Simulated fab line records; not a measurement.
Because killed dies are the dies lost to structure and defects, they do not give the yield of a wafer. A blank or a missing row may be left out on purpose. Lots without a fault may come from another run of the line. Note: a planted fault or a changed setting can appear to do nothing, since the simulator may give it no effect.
fab line records	flow gf180mcu
[record] lots = 15	wafers = 45	lastDay = 34
route steps=602 shown HV_LDD@186 NSD@239
lots untouched by any fault: they come from a run of this same line in which no faults occurred
startH: hours from the record's opening day to when the first of the lot's shown wafers began	waitH: how many hours have passed since the lot's step before this one	" unchanged from the row above	L1.1+2: several wafers, shown together as one row	- no value present, or no start provided	* or withheld: withheld	< > ~ a bound
route shown NAME@n: NAME is a module with steps in the file, n the number in the route of the first one	usual: average and standard deviation across the fault-free wafers	same: alike in all rows	chamber/n: place in a boat	sites: the reading at each site	_std_site: standard deviation of those values	_edge_site: inner sites' mean taken away from outer sites' mean	radiusMm: for every site, how far away it sits from the centre of the wafer	mask NAME#n: copy n	behind: the last tool/chamber to shape the wafer	hold: why the lot was held/for how many hours/how that ended	device: the transistor (n, p or np) that didn't switch	end of line: the tests these same wafers got at the end of their route	step lacking rows: just its recipe	killed: count of dies lost to structure and defects at first sort (not the wafer's yield)	map: shows each die of a wafer: x if killed, . if not, _ if none is there
set.NAME: setting as actually run; set.NAME@STEP: the setting as run at that earlier step	model.NAME: the simulator's own value behind a step, which no gauge read
a sample of lots followed through the steps of the route, with each step as a table and each wafer as a row
services: from which hour (startH, from the record's first day; less than 0 if before it) a tool's chamber was out of use, for how many hours, and why
[[steps]]
[step GF_HV_LDD_STRIP_10]
[recipe] chemistry = O2/N2	powerW = 1400	pressureMtorr = 1500	platenTempC = 250	o2FlowSccm = 3000	n2FlowSccm = 300	overashFraction = 0.5
[usual] drypumpMotorCurrentA = 5.61/0.21	heaterPowerW = 318/22	oesProductAu = 0.716/0.0046	stripTimeToEndpointS = 12.63/0.038
lot.wafer	tool	chamber	startH	waitH	drypumpMotorCurrentA	heaterPowerW	oesProductAu	rfHoursCounterH	stripTimeToEndpointS
L700.1	plasmaAsher-03	1	217.85	0.1	5.60	283	0.717	7	12.64
L700.2	"	0	"	"	5.65	314	0.718	7	12.66
L700.3	"	0	"	"	5.66	326	0.719	-	12.64
L701.1	plasmaAsher-01	1	225.87	0.1	5.55	313	0.714	44	12.65
L701.5	"	1	"	"	5.55	319	0.717	-	12.65
L701.6	"	0	"	"	5.41	328	0.719	-	12.66
L703.2	plasmaAsher-03	1	242.40	0.1	5.61	281	0.717	10	12.63
L703.3	"	0	"	"	5.65	327	0.721	-	12.63
L703.4	"	1	"	"	5.62	279	0.716	-	12.69
L705.2	plasmaAsher-01	0	254.66	0.1	5.37	328	0.707	48	12.60
L705.4	"	0	"	"	5.38	331	0.718	-	12.60
L705.5	"	0	"	"	5.39	327	0.722	-	12.63
L707.2	plasmaAsher-01	1	268.55	0.1	5.57	317	0.710	49	12.64
L707.3	"	1	"	"	5.59	315	0.712	-	12.58
L707.4	"	0	"	"	5.33	325	0.724	-	12.61
L708.1	plasmaAsher-03	1	275.51	0.1	5.62	284	0.720	14	12.66
L708.3	"	0	"	"	5.66	323	0.715	-	12.67
L708.6	"	1	"	"	5.60	290	0.709	-	12.65
L709.2	plasmaAsher-03	0	280.96	0.1	5.65	320	0.718	15	12.69
L709.5	"	0	"	"	5.66	319	0.716	-	12.72
L709.6	"	1	"	"	5.58	276	0.714	-	12.70
L710.1	plasmaAsher-04	1	290.71	0.1	6.11	344	0.716	65	12.67
L710.4	"	1	"	"	6.10	343	0.717	-	12.68
L710.6	"	1	"	"	6.12	351	0.718	-	12.69
L716.2	plasmaAsher-01	0	334.30	0.1	5.39	331	0.713	56	12.62
L716.4	"	0	"	"	5.36	330	0.715	-	12.59
L716.6	"	1	"	"	5.56	315	0.711	-	12.60
L717.1	plasmaAsher-03	0	341.32	0.1	5.66	316	0.719	21	12.58
L717.2	"	1	"	"	5.63	274	0.713	21	12.64
L717.3	"	1	"	"	5.61	284	0.721	-	12.61
L718.2	plasmaAsher-01	1	350.76	0.1	5.57	317	0.720	58	12.63
L718.4	"	1	"	"	5.56	322	0.715	-	12.60
L718.6	"	1	"	"	5.56	316	0.714	-	12.61
L719.2	plasmaAsher-03	0	355.76	0.1	5.68	320	0.717	22	12.64
L719.3	"	1	"	"	5.60	281	0.725	-	12.64
L719.6	"	0	"	"	5.68	318	0.709	-	12.66
L720.2	plasmaAsher-04	0	362.65	0.1	5.41	336	0.717	73	12.63
L720.4	"	1	"	"	6.12	350	0.713	-	12.61
L720.5	"	1	"	"	6.10	355	0.720	-	12.60
L721.1	plasmaAsher-04	0	375.72	0.1	5.38	335	0.716	74	12.67
L721.3	"	1	"	"	6.11	348	0.715	-	12.65
L721.6	"	0	"	"	5.40	331	0.718	-	12.64
L723.1	plasmaAsher-01	1	387.62	0.1	5.57	322	0.723	61	12.64
L723.2	"	0	"	"	5.39	325	0.710	61	12.63
L723.6	"	1	"	"	5.56	312	0.720	-	12.64
[step GF_HV_LDD_STRIP_22]
[recipe] chemistry = O2/N2	powerW = 1400	pressureMtorr = 1500	platenTempC = 250	o2FlowSccm = 3000	n2FlowSccm = 300	overashFraction = 0.5
[usual] drypumpMotorCurrentA = 5.59/0.24	heaterPowerW = 322/19	oesProductAu = 0.716/0.0038	stripTimeToEndpointS = 12.63/0.036
lot.wafer	tool	chamber	startH	waitH	drypumpMotorCurrentA	heaterPowerW	oesProductAu	rfHoursCounterH	stripTimeToEndpointS
L700.1	plasmaAsher-04	1	236.31	0.1	6.11	344	0.713	61	12.71
L700.2	"	0	"	"	5.39	338	0.721	61	12.66
L700.3	"	1	"	"	6.11	351	0.716	-	12.68
L701.1	plasmaAsher-01	1	244.20	0.1	5.56	314	0.715	46	12.65
L701.5	"	1	"	"	5.57	314	0.713	-	12.63
L701.6	"	0	"	"	5.34	331	0.714	-	12.64
L703.2	plasmaAsher-04	1	261.41	0.1	6.12	349	0.713	62	12.55
L703.3	"	0	"	"	5.42	320	0.713	-	12.54
L703.4	"	1	"	"	6.08	345	0.712	-	12.57
L705.2	plasmaAsher-01	0	274.40	0.1	5.33	328	0.714	50	12.65
L705.4	"	1	"	"	5.56	322	0.716	-	12.66
L705.5	"	1	"	"	5.57	321	0.720	-	12.70
L707.2	plasmaAsher-01	1	288.30	0.1	5.56	323	0.712	51	12.67
L707.3	"	1	"	"	5.57	325	0.723	-	12.62
L707.4	"	0	"	"	5.35	326	0.712	-	12.65
L708.1	plasmaAsher-04	1	295.41	0.1	6.12	355	0.721	66	12.66
L708.3	"	0	"	"	5.42	335	0.713	-	12.67
L708.6	"	1	"	"	6.12	355	0.717	-	12.65
L709.2	plasmaAsher-03	1	301.57	0.1	5.59	279	0.721	17	12.65
L709.5	"	0	"	"	5.65	317	0.716	-	12.63
L709.6	"	1	"	"	5.60	280	0.715	-	12.61
L710.1	plasmaAsher-01	1	311.11	0.1	5.56	319	0.719	54	12.64
L710.4	"	1	"	"	5.57	315	0.722	-	12.62
L710.6	"	1	"	"	5.57	321	0.720	-	12.60
L716.2	plasmaAsher-01	0	356.42	0.1	5.37	324	0.716	58	12.67
L716.4	"	1	"	"	5.56	316	0.718	-	12.59
L716.6	"	0	"	"	5.35	323	0.713	-	12.62
L717.1	plasmaAsher-01	1	362.71	0.1	5.55	325	0.712	59	12.61
L717.2	"	0	"	"	5.40	337	0.716	59	12.64
L717.3	"	0	"	"	5.37	339	0.715	-	12.62
L718.2	plasmaAsher-01	1	372.60	0.1	5.57	317	0.713	60	12.58
L718.4	"	1	"	"	5.56	317	0.712	-	12.60
L718.6	"	0	"	"	5.36	324	0.711	-	12.61
L719.2	plasmaAsher-01	0	378.70	0.1	5.37	324	0.710	61	12.59
L719.3	"	1	"	"	5.57	312	0.721	-	12.60
L719.6	"	1	"	"	5.54	316	0.713	-	12.56
L720.2	plasmaAsher-04	1	385.35	0.1	6.11	344	0.717	75	12.64
L720.4	"	0	"	"	5.40	331	0.718	-	12.63
L720.5	"	0	"	"	5.39	336	0.723	-	12.60
L721.1	plasmaAsher-03	0	399.12	0.1	5.65	317	0.722	27	12.64
L721.3	"	0	"	"	5.66	312	0.713	-	12.60
L721.6	"	0	"	"	5.65	315	0.714	-	12.61
L723.1	plasmaAsher-03	0	411.73	0.1	5.67	320	0.713	28	12.60
L723.2	"	1	"	"	5.62	282	0.721	28	12.61
L723.6	"	1	"	"	5.60	281	0.713	-	12.60
[step GF_HV_LDD_STRIP_37]
[recipe] chemistry = O2/N2	powerW = 1400	pressureMtorr = 1500	platenTempC = 250	o2FlowSccm = 3000	n2FlowSccm = 300	overashFraction = 0.5
[usual] drypumpMotorCurrentA = 5.61/0.21	heaterPowerW = 317/23	oesProductAu = 0.716/0.0049	stripTimeToEndpointS = 12.63/0.034
lot.wafer	tool	chamber	startH	waitH	drypumpMotorCurrentA	heaterPowerW	oesProductAu	rfHoursCounterH	stripTimeToEndpointS
L700.1	plasmaAsher-03	1	255.41	0.1	5.58	273	0.715	12	12.58
L700.2	"	0	"	"	5.65	320	0.711	12	12.59
L700.3	"	1	"	"	5.60	278	0.711	-	12.58
L701.1	plasmaAsher-01	0	263.46	0.1	5.39	336	0.715	49	12.65
L701.5	"	0	"	"	5.38	334	0.724	-	12.61
L701.6	"	1	"	"	5.55	323	0.707	-	12.62
L703.2	plasmaAsher-04	1	281.77	0.1	6.11	355	0.720	64	12.61
L703.3	"	1	"	"	6.12	343	0.719	-	12.61
L703.4	"	0	"	"	5.42	326	0.713	-	12.58
L705.2	plasmaAsher-01	1	294.65	0.1	5.59	319	0.717	52	12.65
L705.4	"	0	"	"	5.32	336	0.713	-	12.66
L705.5	"	1	"	"	5.57	311	0.714	-	12.64
L707.2	plasmaAsher-01	0	309.70	0.1	5.38	327	0.714	54	12.63
L707.3	"	0	"	"	5.38	331	0.715	-	12.65
L707.4	"	1	"	"	5.56	319	0.719	-	12.65
L708.1	plasmaAsher-04	0	316.86	0.1	5.40	325	0.713	68	12.61
L708.3	"	0	"	"	5.43	336	0.711	-	12.64
L708.6	"	1	"	"	6.06	351	0.721	-	12.61
L709.2	plasmaAsher-04	1	323.00	0.1	6.12	347	0.721	69	12.64
L709.5	"	0	"	"	5.39	334	0.716	-	12.63
L709.6	"	1	"	"	6.10	353	0.713	-	12.63
L710.1	plasmaAsher-03	1	333.02	0.1	5.61	278	0.717	20	12.63
L710.4	"	0	"	"	5.66	321	0.719	-	12.59
L710.6	"	1	"	"	5.59	278	0.714	-	12.59
L716.2	plasmaAsher-01	0	379.47	0.1	5.35	333	0.732	61	12.59
L716.4	"	1	"	"	5.56	319	0.721	-	12.61
L716.6	"	1	"	"	5.56	313	0.711	-	12.63
L717.1	plasmaAsher-03	0	386.06	0.1	5.66	312	0.718	26	12.67
L717.2	"	1	"	"	5.58	287	0.721	26	12.65
L717.3	"	1	"	"	5.61	278	0.708	-	12.66
L718.2	plasmaAsher-03	1	395.91	0.1	5.56	284	0.716	27	12.66
L718.4	"	1	"	"	5.57	278	0.710	-	12.60
L718.6	"	1	"	"	5.57	287	0.714	-	12.63
L719.2	plasmaAsher-03	0	402.42	0.1	5.66	322	0.721	27	12.61
L719.3	"	1	"	"	5.60	288	0.727	-	12.63
L719.6	"	0	"	"	5.65	314	0.704	-	12.59
L720.2	plasmaAsher-03	1	409.31	0.1	5.60	275	0.721	28	12.60
L720.4	"	0	"	"	5.66	325	0.712	-	12.60
L720.5	"	1	"	"	5.64	279	0.715	-	12.63
L721.1	plasmaAsher-03	0	423.32	0.1	5.66	315	0.705	29	12.65
L721.3	"	1	"	"	5.59	281	0.718	-	12.61
L721.6	"	1	"	"	5.61	292	0.723	-	12.69
L723.1	plasmaAsher-03	0	436.50	0.1	5.65	316	0.720	31	12.66
L723.2	"	1	"	"	5.58	284	0.717	31	12.59
L723.6	"	0	"	"	5.67	324	0.714	-	12.64
[step GF_NSD_EXPOSE_04]
[recipe] maskId = Nplus	targetCdNm = 400	na = 0.6	sourceShape = conventional	sigmaOuter = 0.6	doseMj = 140
[usual] exposureDoseMJCm2 = 139.92/0.14	focusOffsetNm = 0.0/0.45
lot.wafer	tool	chamber	startH	waitH	mask	exposureDoseMJCm2	focusOffsetNm
L700.1	ilineStepper-01	0	287.61	-	Nplus#0	140.03	-0.2
L700.2	"	0	"	"	Nplus#0	140.07	-0.2
L700.3	"	0	"	"	Nplus#0	140.07	-0.2
L701.1	ilineStepper-02	0	296.34	-	Nplus#0	140.01	-0.6
L701.5	"	0	"	"	Nplus#0	140.18	-0.4
L701.6	"	0	"	"	Nplus#0	139.86	-0.4
L703.2	ilineStepper-01	0	315.27	-	Nplus#0	139.73	-0.2
L703.3	"	0	"	"	Nplus#0	139.82	-0.8
L703.4	"	0	"	"	Nplus#0	139.87	-0.3
L705.2	ilineStepper-02	0	329.84	-	Nplus#0	139.99	0.7
L705.4	"	0	"	"	Nplus#0	140.01	0.3
L705.5	"	0	"	"	Nplus#0	139.93	0.9
L707.2	ilineStepper-02	0	344.87	-	Nplus#0	139.93	-0.3
L707.3	"	0	"	"	Nplus#0	139.85	0.1
L707.4	"	0	"	"	Nplus#0	139.73	-0.2
L708.1	ilineStepper-02	-	351.80	-	Nplus#0	-	-
L708.3	"	-	"	"	Nplus#0	-	-
L708.6	"	-	"	"	Nplus#0	-	-
L709.2	ilineStepper-01	-	357.84	-	Nplus#0	-	-
L709.5	"	-	"	"	Nplus#0	-	-
L709.6	"	-	"	"	Nplus#0	-	-
L710.1	ilineStepper-02	-	371.27	-	Nplus#0	-	-
L710.4	"	-	"	"	Nplus#0	-	-
L710.6	"	-	"	"	Nplus#0	-	-
L716.2	ilineStepper-01	0	417.49	-	Nplus#0	139.91	0.1
L716.4	"	0	"	"	Nplus#0	139.88	0.9
L716.6	"	0	"	"	Nplus#0	139.61	-0.1
L717.1	ilineStepper-01	0	424.75	-	Nplus#0	139.71	0.3
L717.2	"	0	"	"	Nplus#0	140.05	0.0
L717.3	"	0	"	"	Nplus#0	139.81	0.7
L718.2	ilineStepper-02	0	434.19	-	Nplus#0	139.98	-0.3
L718.4	"	0	"	"	Nplus#0	139.88	0.3
L718.6	"	0	"	"	Nplus#0	139.97	0.0
L719.2	ilineStepper-02	0	440.52	-	Nplus#0	139.93	-0.6
L719.3	"	0	"	"	Nplus#0	139.66	0.3
L719.6	"	0	"	"	Nplus#0	139.73	-0.1
L720.2	ilineStepper-02	0	451.67	-	Nplus#0	139.84	0.0
L720.4	"	0	"	"	Nplus#0	139.75	0.2
L720.5	"	0	"	"	Nplus#0	139.85	-0.4
L721.1	ilineStepper-02	0	462.05	-	Nplus#0	139.92	0.4
L721.3	"	0	"	"	Nplus#0	140.22	0.1
L721.6	"	0	"	"	Nplus#0	140.33	0.7
L723.1	ilineStepper-02	0	475.75	-	Nplus#0	139.86	0.0
L723.2	"	0	"	"	Nplus#0	140.06	-0.3
L723.6	"	0	"	"	Nplus#0	139.90	-0.7
[[services]]
tool	chamber	startH	hours	kind
plasmaAsher-03	-	213.37	2.8	pm
plasmaAsher-04	-	238.14	20.3	repair
ilineStepper-02	0	258.18	-	calibration
ilineStepper-01	-	258.67	2.2	repair
ilineStepper-01	0	259.84	-	calibration
plasmaAsher-03	-	287.45	3.0	repair
ilineStepper-01	-	334.55	0.9	repair
ilineStepper-02	-	351.92	1.7	pm
plasmaAsher-01	-	371.29	1.1	repair
plasmaAsher-04	-	448.14	0.6	repair
[[key]]
[firstSign] step = GF_NSD_EXPOSE_04	reading = toolRecord	direction = missing
effect none on later readings
metAt GF_NSD_EXPOSE_04
struckLots L708,L709,L710
sortLeftOut L708.1,L708.3,L708.6,L709.2,L709.5,L709.6,L710.1,L710.4,L710.6
testerLeftOut L708,L709,L710
notActingAt GF_HV_LDD_STRIP_10,GF_HV_LDD_STRIP_22,GF_HV_LDD_STRIP_37
onsetBetween 344.87 351.80
[fault] kind = skippedStepWhole	tool = ilineStepper-01,ilineStepper-02	chamber = -	onsetH = 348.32	steps = GF_NSD_EXPOSE_04	scope = struckLotsOnly
// testerLeftOut: of these lots the tester's yield and bins aren't shown, on N5 and GAA mostly nor the transistor test; their killed dies are dies lost to structure and defects alone, not to doping, threshold or leakage, so they don't give the yield
// sortLeftOut: the simulated sort isn't trusted on such a fault, so these wafers' sort isn't shown, and their yield isn't known
